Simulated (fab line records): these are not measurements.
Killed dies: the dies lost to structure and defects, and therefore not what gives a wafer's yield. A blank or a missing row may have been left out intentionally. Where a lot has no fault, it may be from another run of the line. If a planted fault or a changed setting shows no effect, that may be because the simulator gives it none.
fab line records :: flow sky130 :: part 2 of 2: steps 43 to 43 of 43
record:
  lots: 6
  wafers: 18
  last-day: 50
route steps=708 shown VIA1@460 METAL2@483 PAD_OPEN@708
lots with no fault: from the same line, run without faults
start-h: hours from the record's first day to the start of the lot's first wafer shown :: wait-h: hours elapsed since this lot's preceding step :: " as in the row above :: L1.1+2: a single row standing in for several wafers :: - value missing, or start not given :: * or withheld: withheld :: < > ~ a bound
route shown NAME@n: names a module that has steps shown in the file, with the first one's number in the route :: usual: average and standard deviation across the fault-free wafers :: same: alike in all rows :: chamber/n: place in a boat :: sites: per-site readings :: _std_site: standard deviation of those values :: _edge_site: outer sites' mean less inner sites' :: radius-mm: how far each site lies from the wafer's centre :: mask NAME#n: copy n :: behind: tool/chamber where the wafer was last shaped :: hold: why the lot went on hold/how many hours it stayed there/how the hold came to an end :: device: names the non-switching transistor (n, p or np) :: end of line: the same wafers' tests at the end of the route :: where a step has no rows: the recipe by itself :: killed: not the wafer's yield, but the dies lost to structure and defects at the first sort :: map: a wafer's dies, x killed, . not, _ none there
set.NAME: the setting that was run; set.NAME@STEP: the one run at that earlier step :: model.NAME: the simulator's own value behind a step, which no gauge read
a table for each step, a row for each wafer; lots at some steps of the route
services: a tool's chamber out of use, with start hour (start-h, from the record's first day; less than 0 if before it), hours out, and reason
== steps ==
step: SKY_PAD_OPEN_PROBE_99
usual:
  defect-limited-yield: 82.2/1.8
  killed_at_M0_to_M3: 44/6
  killed_at_M4_up: 3.3/2.1
  killed-at-contacts: 25/5.5
  killed-at-front-end: 15/4.3
  killed-at-other: 0.2/0.41
  killed-dies: 88/9.1
  killed-open: 48/6.6
  killed-short: 39/6.7
  sort_bin_3_pad_short: 0.9/0.4
  sort_bin_5_function: 10.4/1.5
  sort_bin_6_memory: 6.5/1.1
  sort-n-pass: 404/9.1
  sort-yield-pct: 82.2/1.8
same:
  gross-dies: 492
  killed-at-back-side: 0
  sort_bin_4_leakage[%]: 0
  sort_bin_8_speed[%]: 0
lot.wafer: L459.1
tool: prober-01
chamber: -
start-h: 1076.81
wait-h: 0.1
hold: -
defect-limited-yield[%]: 83.3
killed_at_M0_to_M3: 40
killed_at_M4_up: 2
killed-at-contacts: 23
killed-at-front-end: 17
killed-at-other: 0
killed-dies: 82
killed-open: 48
killed-short: 34
sort_bin_3_pad_short[%]: 1.0
sort_bin_5_function[%]: 10.2
sort_bin_6_memory[%]: 5.5
sort-n-pass: 410
sort-yield-pct[%]: 83.3
model.etest.tester.sort-n-pass: 410
model.etest.tester.sort-yield-pct: 83.33
model.etest.tester.sort_bin_5_pct: 10.16
model.etest.tester.sort_bin_3_pct: 1.016

lot.wafer: L459.4
tool: prober-01
chamber: -
start-h: 1076.96
wait-h: 0.2
hold: -
defect-limited-yield[%]: 81.9
killed_at_M0_to_M3: 42
killed_at_M4_up: 6
killed-at-contacts: 26
killed-at-front-end: 15
killed-at-other: 0
killed-dies: 89
killed-open: 51
killed-short: 38
sort_bin_3_pad_short[%]: 0.4
sort_bin_5_function[%]: 11.6
sort_bin_6_memory[%]: 6.1
sort-n-pass: 403
sort-yield-pct[%]: 81.9
model.etest.tester.sort-n-pass: 403
model.etest.tester.sort-yield-pct: 81.91
model.etest.tester.sort_bin_5_pct: 11.59
model.etest.tester.sort_bin_3_pct: 0.4065

lot.wafer: L459.5
tool: prober-01
chamber: -
start-h: 1077.01
wait-h: 0.2
hold: -
defect-limited-yield[%]: 82.3
killed_at_M0_to_M3: 34
killed_at_M4_up: 6
killed-at-contacts: 33
killed-at-front-end: 14
killed-at-other: 0
killed-dies: 87
killed-open: 51
killed-short: 36
sort_bin_3_pad_short[%]: 0.8
sort_bin_5_function[%]: 11.2
sort_bin_6_memory[%]: 5.7
sort-n-pass: 405
sort-yield-pct[%]: 82.3
model.etest.tester.sort-n-pass: 405
model.etest.tester.sort-yield-pct: 82.32
model.etest.tester.sort_bin_5_pct: 11.18
model.etest.tester.sort_bin_3_pct: 0.813

lot.wafer: L460.2
tool: prober-02
chamber: -
start-h: 1081.49
wait-h: 0.1
hold: -
defect-limited-yield[%]: 82.5
killed_at_M0_to_M3: 42
killed_at_M4_up: 0
killed-at-contacts: 30
killed-at-front-end: 14
killed-at-other: 0
killed-dies: 86
killed-open: 47
killed-short: 39
sort_bin_3_pad_short[%]: 1.0
sort_bin_5_function[%]: 10.4
sort_bin_6_memory[%]: 6.1
sort-n-pass: 406
sort-yield-pct[%]: 82.5
model.etest.tester.sort-n-pass: 406
model.etest.tester.sort-yield-pct: 82.52
model.etest.tester.sort_bin_5_pct: 10.37
model.etest.tester.sort_bin_3_pct: 1.016

lot.wafer: L460.3
tool: prober-02
chamber: -
start-h: 1081.54
wait-h: 0.2
hold: -
defect-limited-yield[%]: 85.4
killed_at_M0_to_M3: 35
killed_at_M4_up: 1
killed-at-contacts: 29
killed-at-front-end: 6
killed-at-other: 1
killed-dies: 72
killed-open: 40
killed-short: 32
sort_bin_3_pad_short[%]: 0.4
sort_bin_5_function[%]: 9.1
sort_bin_6_memory[%]: 5.1
sort-n-pass: 420
sort-yield-pct[%]: 85.4
model.etest.tester.sort-n-pass: 420
model.etest.tester.sort-yield-pct: 85.37
model.etest.tester.sort_bin_5_pct: 9.146
model.etest.tester.sort_bin_3_pct: 0.4065

lot.wafer: L460.4
tool: prober-02
chamber: -
start-h: 1081.59
wait-h: 0.2
hold: -
defect-limited-yield[%]: 80.5
killed_at_M0_to_M3: 54
killed_at_M4_up: 4
killed-at-contacts: 22
killed-at-front-end: 16
killed-at-other: 0
killed-dies: 96
killed-open: 54
killed-short: 42
sort_bin_3_pad_short[%]: 1.2
sort_bin_5_function[%]: 12.2
sort_bin_6_memory[%]: 6.1
sort-n-pass: 396
sort-yield-pct[%]: 80.5
model.etest.tester.sort-n-pass: 396
model.etest.tester.sort-yield-pct: 80.49
model.etest.tester.sort_bin_5_pct: 12.2
model.etest.tester.sort_bin_3_pct: 1.22

lot.wafer: L465.3
tool: prober-01
chamber: -
start-h: 1135.98
wait-h: 0.2
hold: -
defect-limited-yield[%]: 86.4
killed_at_M0_to_M3: 36
killed_at_M4_up: 0
killed-at-contacts: 21
killed-at-front-end: 10
killed-at-other: 0
killed-dies: 67
killed-open: 35
killed-short: 32
sort_bin_3_pad_short[%]: 0.8
sort_bin_5_function[%]: 8.3
sort_bin_6_memory[%]: 4.5
sort-n-pass: 425
sort-yield-pct[%]: 86.4
model.etest.tester.sort-n-pass: 425
model.etest.tester.sort-yield-pct: 86.38
model.etest.tester.sort_bin_5_pct: 8.333
model.etest.tester.sort_bin_3_pct: 0.813

lot.wafer: L465.5
tool: prober-01
chamber: -
start-h: 1136.08
wait-h: 0.2
hold: -
defect-limited-yield[%]: 81.9
killed_at_M0_to_M3: 48
killed_at_M4_up: 4
killed-at-contacts: 19
killed-at-front-end: 18
killed-at-other: 0
killed-dies: 89
killed-open: 45
killed-short: 43
sort_bin_3_pad_short[%]: 0.6
sort_bin_5_function[%]: 10.6
sort_bin_6_memory[%]: 6.9
sort-n-pass: 403
sort-yield-pct[%]: 81.9
model.etest.tester.sort-n-pass: 403
model.etest.tester.sort-yield-pct: 81.91
model.etest.tester.sort_bin_5_pct: 10.57
model.etest.tester.sort_bin_3_pct: 0.6098

lot.wafer: L465.6
tool: prober-01
chamber: -
start-h: 1136.13
wait-h: 0.2
hold: -
defect-limited-yield[%]: 83.3
killed_at_M0_to_M3: 51
killed_at_M4_up: 3
killed-at-contacts: 20
killed-at-front-end: 8
killed-at-other: 0
killed-dies: 82
killed-open: 40
killed-short: 42
sort_bin_3_pad_short[%]: 0.8
sort_bin_5_function[%]: 9.3
sort_bin_6_memory[%]: 6.5
sort-n-pass: 410
sort-yield-pct[%]: 83.3
model.etest.tester.sort-n-pass: 410
model.etest.tester.sort-yield-pct: 83.33
model.etest.tester.sort_bin_5_pct: 9.35
model.etest.tester.sort_bin_3_pct: 0.813

lot.wafer: L468.1
tool: prober-02
chamber: -
start-h: 1137.50
wait-h: 0.1
hold: -
defect-limited-yield[%]: 79.7
killed_at_M0_to_M3: 50
killed_at_M4_up: 4
killed-at-contacts: 31
killed-at-front-end: 15
killed-at-other: 0
killed-dies: 100
killed-open: 46
killed-short: 54
sort_bin_3_pad_short[%]: 0.6
sort_bin_5_function[%]: 13.2
sort_bin_6_memory[%]: 6.5
sort-n-pass: 392
sort-yield-pct[%]: 79.7
model.etest.tester.sort-n-pass: 392
model.etest.tester.sort-yield-pct: 79.67
model.etest.tester.sort_bin_5_pct: 13.21
model.etest.tester.sort_bin_3_pct: 0.6098

lot.wafer: L468.4
tool: prober-02
chamber: -
start-h: 1137.65
wait-h: 0.2
hold: -
defect-limited-yield[%]: 83.9
killed_at_M0_to_M3: 34
killed_at_M4_up: 3
killed-at-contacts: 22
killed-at-front-end: 19
killed-at-other: 1
killed-dies: 79
killed-open: 43
killed-short: 35
sort_bin_3_pad_short[%]: 0.2
sort_bin_5_function[%]: 10.0
sort_bin_6_memory[%]: 5.9
sort-n-pass: 413
sort-yield-pct[%]: 83.9
model.etest.tester.sort-n-pass: 413
model.etest.tester.sort-yield-pct: 83.94
model.etest.tester.sort_bin_5_pct: 9.959
model.etest.tester.sort_bin_3_pct: 0.2033

lot.wafer: L468.5
tool: prober-02
chamber: -
start-h: 1137.70
wait-h: 0.2
hold: -
defect-limited-yield[%]: 81.7
killed_at_M0_to_M3: 43
killed_at_M4_up: 1
killed-at-contacts: 32
killed-at-front-end: 14
killed-at-other: 0
killed-dies: 90
killed-open: 49
killed-short: 41
sort_bin_3_pad_short[%]: 1.2
sort_bin_5_function[%]: 10.6
sort_bin_6_memory[%]: 6.5
sort-n-pass: 402
sort-yield-pct[%]: 81.7
model.etest.tester.sort-n-pass: 402
model.etest.tester.sort-yield-pct: 81.71
model.etest.tester.sort_bin_5_pct: 10.57
model.etest.tester.sort_bin_3_pct: 1.22

lot.wafer: L476.1
tool: prober-02
chamber: -
start-h: 1185.16
wait-h: 0.1
hold: await-dispo/2.3h/release
defect-limited-yield[%]: 72.8
killed_at_M0_to_M3: 92
killed_at_M4_up: 5
killed-at-contacts: 30
killed-at-front-end: 7
killed-at-other: 0
killed-dies: 134
killed-open: 46
killed-short: 34
sort_bin_3_pad_short[%]: 2.6
sort_bin_5_function[%]: 16.7
sort_bin_6_memory[%]: 7.9
sort-n-pass: 358
sort-yield-pct[%]: 72.8
model.etest.tester.sort-n-pass: 358
model.etest.tester.sort-yield-pct: 72.76
model.etest.tester.sort_bin_5_pct: 16.67
model.etest.tester.sort_bin_3_pct: 2.642

lot.wafer: L476.5
tool: prober-02
chamber: -
start-h: 1185.36
wait-h: 0.2
hold: await-dispo/2.3h/release
defect-limited-yield[%]: 77.6
killed_at_M0_to_M3: 77
killed_at_M4_up: 5
killed-at-contacts: 20
killed-at-front-end: 8
killed-at-other: 0
killed-dies: 110
killed-open: 41
killed-short: 35
sort_bin_3_pad_short[%]: 2.8
sort_bin_5_function[%]: 14.8
sort_bin_6_memory[%]: 4.7
sort-n-pass: 382
sort-yield-pct[%]: 77.6
model.etest.tester.sort-n-pass: 382
model.etest.tester.sort-yield-pct: 77.64
model.etest.tester.sort_bin_5_pct: 14.84
model.etest.tester.sort_bin_3_pct: 2.846

lot.wafer: L476.6
tool: prober-02
chamber: -
start-h: 1185.41
wait-h: 0.2
hold: await-dispo/2.3h/release
defect-limited-yield[%]: 76.4
killed_at_M0_to_M3: 71
killed_at_M4_up: 5
killed-at-contacts: 27
killed-at-front-end: 13
killed-at-other: 0
killed-dies: 116
killed-open: 46
killed-short: 38
sort_bin_3_pad_short[%]: 1.6
sort_bin_5_function[%]: 15.0
sort_bin_6_memory[%]: 6.9
sort-n-pass: 376
sort-yield-pct[%]: 76.4
model.etest.tester.sort-n-pass: 376
model.etest.tester.sort-yield-pct: 76.42
model.etest.tester.sort_bin_5_pct: 15.04
model.etest.tester.sort_bin_3_pct: 1.626

lot.wafer: L478.4
tool: prober-02
chamber: -
start-h: 1187.96
wait-h: 0.2
hold: await-dispo/3.1h/release
defect-limited-yield[%]: 78.9
killed_at_M0_to_M3: 67
killed_at_M4_up: 2
killed-at-contacts: 21
killed-at-front-end: 14
killed-at-other: 0
killed-dies: 104
killed-open: 37
killed-short: 34
sort_bin_3_pad_short[%]: 2.8
sort_bin_5_function[%]: 11.6
sort_bin_6_memory[%]: 6.7
sort-n-pass: 388
sort-yield-pct[%]: 78.9
model.etest.tester.sort-n-pass: 388
model.etest.tester.sort-yield-pct: 78.86
model.etest.tester.sort_bin_5_pct: 11.59
model.etest.tester.sort_bin_3_pct: 2.846

lot.wafer: L478.5
tool: prober-02
chamber: -
start-h: 1188.01
wait-h: 0.2
hold: await-dispo/3.1h/release
defect-limited-yield[%]: 70.5
killed_at_M0_to_M3: 97
killed_at_M4_up: 1
killed-at-contacts: 34
killed-at-front-end: 13
killed-at-other: 0
killed-dies: 145
killed-open: 65
killed-short: 34
sort_bin_3_pad_short[%]: 2.2
sort_bin_5_function[%]: 18.7
sort_bin_6_memory[%]: 8.5
sort-n-pass: 347
sort-yield-pct[%]: 70.5
model.etest.tester.sort-n-pass: 347
model.etest.tester.sort-yield-pct: 70.53
model.etest.tester.sort_bin_5_pct: 18.7
model.etest.tester.sort_bin_3_pct: 2.236

lot.wafer: L478.6
tool: prober-02
chamber: -
start-h: 1188.06
wait-h: 0.2
hold: await-dispo/3.1h/release
defect-limited-yield[%]: 79.7
killed_at_M0_to_M3: 64
killed_at_M4_up: 1
killed-at-contacts: 18
killed-at-front-end: 17
killed-at-other: 0
killed-dies: 100
killed-open: 37
killed-short: 31
sort_bin_3_pad_short[%]: 2.6
sort_bin_5_function[%]: 13.0
sort_bin_6_memory[%]: 4.7
sort-n-pass: 392
sort-yield-pct[%]: 79.7
model.etest.tester.sort-n-pass: 392
model.etest.tester.sort-yield-pct: 79.67
model.etest.tester.sort_bin_5_pct: 13.01
model.etest.tester.sort_bin_3_pct: 2.642
killed by level:class
L459.1 VIA1:geometric-particle:open=14 CONTACT:geometric-particle:open=10 METAL1:geometric-particle:short=8 VIA3:geometric-particle:open=7 POLY_GATE:geometric-particle:short=6 LI_CONTACT:geometric-particle:open=6 FIELD_ISO:geometric-particle:short=3 POLY_GATE:geometric-particle:open=3
L459.4 VIA1:geometric-particle:open=8 VIA2:geometric-particle:open=8 CONTACT:geometric-particle:open=7 POLY_GATE:geometric-particle:short=6 LI_CONTACT:geometric-particle:open=6 METAL1:geometric-particle:short=6 METAL3:geometric-particle:short=5 VIA3:geometric-particle:open=5
L459.5 VIA1:geometric-particle:open=13 LI_CONTACT:geometric-particle:open=10 CONTACT:geometric-particle:open=10 FIELD_ISO:geometric-particle:open=7 VIA1:geometric-particle:short=7 LI_CONTACT:geometric-particle:short=6 LOCAL_INTERCONNECT:geometric-particle:short=5 METAL4:geometric-particle:short=5
L460.2 VIA2:geometric-particle:open=10 VIA1:geometric-particle:open=10 CONTACT:geometric-particle:open=8 LI_CONTACT:geometric-particle:open=8 CONTACT:geometric-particle:short=7 METAL2:geometric-particle:short=5 FIELD_ISO:geometric-particle:short=4 POLY_GATE:geometric-particle:open=4
L460.3 CONTACT:geometric-particle:open=12 VIA1:geometric-particle:open=9 METAL1:geometric-particle:short=8 CONTACT:geometric-particle:short=7 LI_CONTACT:geometric-particle:open=6 VIA2:geometric-particle:open=5 VIA2:geometric-particle:short=4 LOCAL_INTERCONNECT:geometric-particle:short=3
L460.4 VIA2:geometric-particle:open=13 VIA1:geometric-particle:open=9 VIA3:geometric-particle:open=7 CONTACT:geometric-particle:open=7 LI_CONTACT:geometric-particle:open=6 METAL1:geometric-particle:short=6 VIA2:geometric-particle:short=6 FIELD_ISO:geometric-particle:short=5
L465.3 VIA1:geometric-particle:open=13 CONTACT:geometric-particle:short=9 VIA3:geometric-particle:short=6 CONTACT:geometric-particle:open=5 METAL2:geometric-particle:short=5 FIELD_ISO:geometric-particle:open=4 LI_CONTACT:geometric-particle:open=4 FIELD_ISO:geometric-particle:short=3
L465.5 VIA1:geometric-particle:open=12 VIA1:geometric-particle:short=8 VIA3:geometric-particle:open=7 POLY_GATE:geometric-particle:short=6 CONTACT:geometric-particle:open=6 LI_CONTACT:geometric-particle:open=6 METAL1:geometric-particle:short=6 FIELD_ISO:geometric-particle:short=5
L465.6 METAL1:geometric-particle:short=12 VIA2:geometric-particle:open=9 CONTACT:geometric-particle:short=8 CONTACT:geometric-particle:open=7 VIA1:geometric-particle:open=7 FIELD_ISO:geometric-particle:open=4 VIA2:geometric-particle:short=4 VIA3:geometric-particle:open=4
L468.1 CONTACT:geometric-particle:open=14 VIA1:geometric-particle:short=10 VIA1:geometric-particle:open=9 LI_CONTACT:geometric-particle:short=8 VIA3:geometric-particle:short=6 METAL2:geometric-particle:short=6 VIA3:geometric-particle:open=6 LI_CONTACT:geometric-particle:open=5
L468.4 VIA1:geometric-particle:open=12 CONTACT:geometric-particle:open=9 VIA1:geometric-particle:short=6 CONTACT:geometric-particle:short=5 VIA2:geometric-particle:short=4 POLY_GATE:geometric-particle:short=4 POLY_GATE:geometric-particle:open=4 LI_CONTACT:geometric-particle:open=4
L468.5 LI_CONTACT:geometric-particle:open=12 VIA1:geometric-particle:open=9 CONTACT:geometric-particle:short=6 CONTACT:geometric-particle:open=6 METAL1:geometric-particle:short=6 VIA3:geometric-particle:open=6 LI_CONTACT:geometric-particle:short=5 VIA1:geometric-particle:short=5
L476.1 VIA1:unspecified=54 CONTACT:geometric-particle:open=9 VIA1:geometric-particle:open=9 VIA2:geometric-particle:open=7 VIA3:geometric-particle:open=7 LI_CONTACT:geometric-particle:open=6 LOCAL_INTERCONNECT:geometric-particle:short=6 CONTACT:geometric-particle:short=5
L476.5 VIA1:unspecified=34 CONTACT:geometric-particle:open=10 METAL1:geometric-particle:short=9 VIA2:geometric-particle:open=5 VIA3:geometric-particle:open=5 VIA1:geometric-particle:open=5 LI_CONTACT:geometric-particle:open=4 LOCAL_INTERCONNECT:geometric-particle:short=4
L476.6 VIA1:unspecified=32 CONTACT:geometric-particle:open=11 VIA1:geometric-particle:open=11 VIA3:geometric-particle:open=8 POLY_GATE:geometric-particle:short=6 METAL1:geometric-particle:short=6 LI_CONTACT:geometric-particle:open=5 LOCAL_INTERCONNECT:geometric-particle:short=4
L478.4 VIA1:unspecified=33 VIA1:geometric-particle:open=11 CONTACT:geometric-particle:open=8 FIELD_ISO:geometric-particle:open=5 LOCAL_INTERCONNECT:geometric-particle:short=5 VIA1:geometric-particle:short=5 FIELD_ISO:geometric-particle:short=4 LI_CONTACT:geometric-particle:open=4
L478.5 VIA1:unspecified=46 CONTACT:geometric-particle:open=12 LI_CONTACT:geometric-particle:open=12 VIA2:geometric-particle:open=12 VIA1:geometric-particle:open=10 VIA3:geometric-particle:open=7 VIA2:geometric-particle:short=6 FIELD_ISO:geometric-particle:open=5
L478.6 VIA1:unspecified=32 VIA1:geometric-particle:open=12 CONTACT:geometric-particle:open=6 VIA2:geometric-particle:open=6 POLY_GATE:geometric-particle:short=5 CONTACT:geometric-particle:short=5 FIELD_ISO:geometric-particle:open=4 FIELD_ISO:geometric-particle:short=4
map L476.1 (x killed, . not)
__________.x......x._________
________.....xxxxx..x._______
______....xxxxxxx.x.x.xx_____
_____.x.x..xxxxxxxxx.....____
____.....x..xxxxxxxxx.....___
___.x.....xxxxxxxxxxxxx.x..__
__......x..xxxxxxxxx..x....._
_....xx...xx.x.x.xx.xx..x..x.
_...x.......x..x.............
_......x...x....x..x.........
_............x.x.....x.......
_.......x...xx.x..x..x..x....
_.......x.x...x....x......x..
_..........x......x.xx...xx..
_.........x...x....x.........
__.....x.....x......x...x.x._
___x.....xx......x.x.....x.__
____...xx.x....x.....x....___
_____.......x.x........x.____
______..x..........xx..._____
________...x........x._______
__________......x..._________
map L478.5 (x killed, . not)
__________..x......._________
________....x.......x._______
______x...x....x......x._____
_____.x...x.x........x...____
____.......x........x.....___
___..x..xx......x.....x..x.__
__.........x.......x.xx....._
_..........xx.x..x.......x.x.
_.....x.....x.xxxx..xx....x.x
_...x..x..x........x.xx......
_.....x.x.x.............x.xx.
_...x...x.....xxxx........x..
_...xx.x..x..x.x....x.......x
_..........x.x...x....xx.....
_........x...x.xx....x...x.x.
__xx...xxxxx.x.xxx.x......xx_
___x.x..xxxxxx.....x..x....__
____..xxxxxxxxx.......x...___
_____.xxxxxxxxxx.....xx..____
______.xxxxxxx.x....x.x._____
________xxxxxx..x....._______
__________xxxx......_________
== services ==
tool: cvd-w-01
chamber: 0
start-h: 761.04
hours: 7.4
kind: repair

tool: cmp-02
chamber: -
start-h: 771.41
hours: 3.8
kind: repair

tool: pvd-sputter-04
chamber: -
start-h: 775.92
hours: 5.5
kind: repair

tool: pvd-sputter-04
chamber: -
start-h: 816.93
hours: 2.1
kind: repair

tool: rie-diel-03
chamber: -
start-h: 827.23
hours: 15.6
kind: pm

tool: pvd-sputter-01
chamber: -
start-h: 845.03
hours: 0.9
kind: repair

tool: rie-diel-03
chamber: 1
start-h: 853.16
hours: 3.9
kind: repair

tool: cmp-02
chamber: -
start-h: 855.98
hours: 0.7
kind: repair

tool: pvd-sputter-01
chamber: -
start-h: 860.96
hours: 2.1
kind: repair

tool: cvd-w-02
chamber: 1
start-h: 861.99
hours: 4.1
kind: repair

tool: rie-diel-04
chamber: 0
start-h: 870.78
hours: 6.5
kind: repair

tool: cvd-w-01
chamber: -
start-h: 871.17
hours: 0.2
kind: repair

tool: rie-diel-04
chamber: 3
start-h: 886.05
hours: 5.5
kind: repair

tool: cvd-w-01
chamber: -
start-h: 904.00
hours: 14.0
kind: pm

tool: rie-metal-02
chamber: -
start-h: 906.27
hours: 2.8
kind: pm

tool: pvd-sputter-01
chamber: -
start-h: 909.97
hours: 1.9
kind: repair

tool: rie-metal-02
chamber: 1
start-h: 917.11
hours: 2.6
kind: repair

tool: cvd-w-02
chamber: -
start-h: 925.31
hours: 28.1
kind: pm

tool: rie-diel-03
chamber: 0
start-h: 930.68
hours: 2.7
kind: repair

tool: pvd-sputter-04
chamber: -
start-h: 942.44
hours: 1.1
kind: repair

tool: rie-diel-02
chamber: 0
start-h: 947.90
hours: 12.3
kind: repair

tool: cvd-w-02
chamber: -
start-h: 954.32
hours: 2.7
kind: repair

tool: rie-metal-01
chamber: -
start-h: 954.43
hours: 2.8
kind: pm

tool: cmp-02
chamber: -
start-h: 962.55
hours: 4.4
kind: pm
== key ==
first-sign:
  step: SKY_PAD_OPEN_PROBE_99
  reading: killed_at_M0_to_M3
  direction: up
  sigmas: 5.8
  usual: 44
  struck: 78
effect:
  step: SKY_PAD_OPEN_PROBE_99
  reading: sort_bin_3_pad_short
  direction: up
  sigmas: 4
  usual: 0.9
  struck: 2.5
model-effect:
  step: SKY_PAD_OPEN_PROBE_99
  value: etest.tester.sort-n-pass
  without: 406.7
  struck: 373.8
met-at SKY_VIA1_ETCH_14
struck-wafers L476.1,L476.5,L476.6,L478.4,L478.5,L478.6
onset-between 872.65 932.15
also-fits time
fault:
  kind: chamber-particle-source
  tool: rie-diel-04
  chamber: -
  onset-h: 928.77
  steps: SKY_VIA1_ETCH_14
  rate-per-visit-cm2: 0.9499
  end-h: 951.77
